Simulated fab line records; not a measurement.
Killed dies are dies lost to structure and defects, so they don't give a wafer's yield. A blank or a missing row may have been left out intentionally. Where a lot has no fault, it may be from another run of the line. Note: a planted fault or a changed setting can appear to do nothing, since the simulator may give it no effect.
Matching of chambers -- flow sfq_line -- cmp-01 running SFQ_TRILAYER_I6_CMP_CMP_166: 4 sister chambers
The step polishes SiO2. 8 wafers are shown with their chamber, then 9 later ones without.

WAFERS WITH THEIR CHAMBER
wafer,chamber,motor_current_A (A),time_to_endpoint_s (s)
L591.2,1,8.9,213
L591.5,0,10.2,209
L593.6,1,9.1,222
L595.1,2,10.8,230
L595.5,3,9.6,240
L599.4,0,10.1,228
L599.5,3,9.5,235
L599.6,2,11.3,231

WAFERS WITHOUT THEIR CHAMBER
wafer,motor_current_A (A),time_to_endpoint_s (s)
L600.1,10.8,209
L600.5,9.8,230
L600.6,11.5,224
L606.1,9.5,221
L606.3,11.0,223
L606.5,10.6,223
L611.3,9.6,217
L611.4,11.1,214
L611.6,11.0,219

WHICH CHAMBER EACH ONE RAN IN
wafer,from the rows above,in truth
L600.1,can't be placed: 2 or 0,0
L600.5,can't be placed: 3 or 0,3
L600.6,2,2
L606.1,can't be placed: 3 or 1 or 0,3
L606.3,2,2
L606.5,can't be placed: 0 or 2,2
L611.3,can't be placed: 3 or 0 or 1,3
L611.4,2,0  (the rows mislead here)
L611.6,2,2
Correct placement for 3 of the 9. Unplaceable from these rows: 5, with the true chamber sitting among the candidates in 5. Placed wrongly: 1.
How it was worked out, from the rows above alone: a wafer's distance from a chamber is the root of the sum, over the readings, of the square of ((its reading less the chamber's mean) divided by the reading's scatter). If the next closest chamber is less than 2 further off than the closest, the wafer can't be placed; otherwise it belongs to the closest. Each chamber's mean is taken over the wafers shown for it. How the scatter is found: for the shown wafers, subtract from each reading the mean of its chamber, square and add these, divide the total by (wafers less chambers), then take the root.
